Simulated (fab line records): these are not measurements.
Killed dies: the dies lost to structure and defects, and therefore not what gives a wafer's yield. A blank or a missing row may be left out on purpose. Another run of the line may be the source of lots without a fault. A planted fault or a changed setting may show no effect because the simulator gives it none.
Lot-split experiment | flow sfq_line | on a route of 325 steps: 5 lots, 23 wafers read

== THE SPLIT ITSELF ==
At SFQ_TRILAYER_C5_LITHO_PEB_154 (peb time 60 s), the setting peb_temp_c was moved away from the recipe's 115 C on 6 of the 23 wafers read, by -1.4% to +1.1%. For the rest of the wafers, this setting stayed at what the recipe calls for.

== FROM SPLIT TO READING: 1 step shown by the file between the two ==
- SFQ_TRILAYER_C5_BARC_OPEN_VIA_ETCH_210: etches BARC in O2, target depth 125 nm, time 41.7 s (also split here: source_w)

== THE READING ==
C5.cd_nm (the simulator's own value, which no gauge read), in nm, at SFQ_TRILAYER_C5_ETCH_VIA_ETCH_154 (etches SiO2 in CHF3, stops on Nb, target depth 84 nm). The file does not state a usual value for it. Average 499.5 nm, standard deviation 1.5 nm, over the 17 wafers here run with the recipe.

wafer  | tool, chamber at the split | peb_temp_c as run, C | against the recipe | C5.cd_nm, nm | against lot-mates on the recipe
L074.1 | litho_track-01, 0          | 115                  | recipe             | 498.7        | -
L074.3 | litho_track-01, 0          | 116.3                | +1.1%              | 521.7        | +21.0
L074.4 | litho_track-01, 0          | 115                  | recipe             | 502.7        | -
L074.5 | litho_track-01, 0          | 116.3                | +1.1%              | 520.6        | +19.9
L074.6 | litho_track-01, 0          | 116.3                | +1.1%              | 521.1        | +20.4
L076.1 | litho_track-03, 0          | 115                  | recipe             | 499.5        | -
L076.3 | litho_track-03, 0          | 115                  | recipe             | 502.2        | -
L076.4 | litho_track-03, 0          | 115                  | recipe             | 499.6        | -
L076.5 | litho_track-03, 0          | 115                  | recipe             | 501.6        | -
L076.6 | litho_track-03, 0          | 115                  | recipe             | 499.1        | -
L077.2 | litho_track-02, 0          | 115                  | recipe             | 497.8        | -
L077.3 | litho_track-02, 0          | 115                  | recipe             | 498.5        | -
L077.4 | litho_track-02, 0          | 113.4                | -1.4%              | 470.6        | -27.5
L077.5 | litho_track-02, 0          | 113.4                | -1.4%              | 468          | -30.1
L077.6 | litho_track-02, 0          | 113.4                | -1.4%              | 472          | -26.1
L083.1 | litho_track-01, 0          | 115                  | recipe             | 497.1        | -
L083.2 | litho_track-01, 0          | 115                  | recipe             | 498.5        | -
L083.3 | litho_track-01, 0          | 115                  | recipe             | 498.5        | -
L083.4 | litho_track-01, 0          | 115                  | recipe             | 499.2        | -
L083.5 | litho_track-01, 0          | 115                  | recipe             | 498.4        | -
L085.2 | litho_track-01, 0          | 115                  | recipe             | 500.6        | -
L085.4 | litho_track-01, 0          | 115                  | recipe             | 498.4        | -
L085.5 | litho_track-01, 0          | 115                  | recipe             | 501.1        | -

FIT RESULTS
A straight line over all 23 wafers: C5.cd_nm changes by +20.3 nm for each +1% of peb_temp_c; r = +0.99; the points scatter about the line by 1.6 nm.
The same after taking each lot's own level away (the mean of its wafers on the recipe; 23 wafers): +19.3 nm for each +1%; r = +0.99; scatter 1.4 nm.
That fit puts the effect of the largest move of peb_temp_c on the reading at 27 nm.
The span of the lots' own levels, 498.15 to 500.70 nm, comes to 1.6 times the standard deviation stated above.
So the lot-to-lot level changes the slope little: the two slopes agree.
Check: with one of the wafers moved furthest among these (-1.4%) left out of the fit, the line predicts -27 nm for it against its lot-mates. Against them it came out at -27.5 nm.

== OTHER SPLITS ON THESE WAFERS ==
These wafers also went through other splits before the reading. Each is held against what the fit with the lots' levels taken away leaves over:
other split on the same wafers                   | wafers away from the commonest value | r with C5.cd_nm (lot level and that fit taken away)
SFQ_TRILAYER_I4_VIA_LITHO_COAT_103 resist_thk_nm | 8                                    | -0.41
SFQ_TRILAYER_JJ_TRILAYER_DEP_SPUTTER_109 power_w | 4                                    | -0.20
SFQ_TRILAYER_JJ_CE_LITHO_PEB_117 peb_time_s      | 5                                    | -0.07
SFQ_TRILAYER_JJ_CE_BARC_OPEN_RIE_150 bias_w      | 7                                    | +0.03
SFQ_TRILAYER_M5_LITHO_COAT_123 spin_rpm          | 9                                    | -0.22
SFQ_TRILAYER_M5_ETCH_METAL_ETCH_126 icp_w        | 7                                    | +0.13
SFQ_TRILAYER_R5_LITHO_COAT_141 resist_thk_nm     | 10                                   | +0.23
SFQ_TRILAYER_R5_ETCH_METAL_ETCH_139 bias_w       | 9                                    | +0.08
SFQ_TRILAYER_I5_LITHO_PEB_147 peb_temp_c         | 8                                    | -0.15
SFQ_TRILAYER_I5_BARC_OPEN_VIA_ETCH_200 source_w  | 9                                    | -0.15
SFQ_TRILAYER_C5_BARC_OPEN_VIA_ETCH_210 source_w  | 10                                   | -0.26

== THE WHOLE CHAIN: every reading that the file lists as answering this split, in the file's order ==
step                                   | what it does                                         | reading                                                   | change (the file's fit)              | r (the file's)
SFQ_TRILAYER_C5_BARC_OPEN_VIA_ETCH_210 | etches BARC in O2, target depth 125 nm, time 41.7 s  | C5.cd_nm (the simulator's own value, which no gauge read) | +20 nm for each +1% of the setting   | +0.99
SFQ_TRILAYER_C5_ETCH_VIA_ETCH_154      | etches SiO2 in CHF3, stops on Nb, target depth 84 nm | C5.cd_nm (the simulator's own value, which no gauge read) | +19.3 nm for each +1% of the setting | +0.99

== THE FILE'S OWN FIT ==
C5.cd_nm changes by +19.3 nm for each +1% of peb_temp_c, r = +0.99.
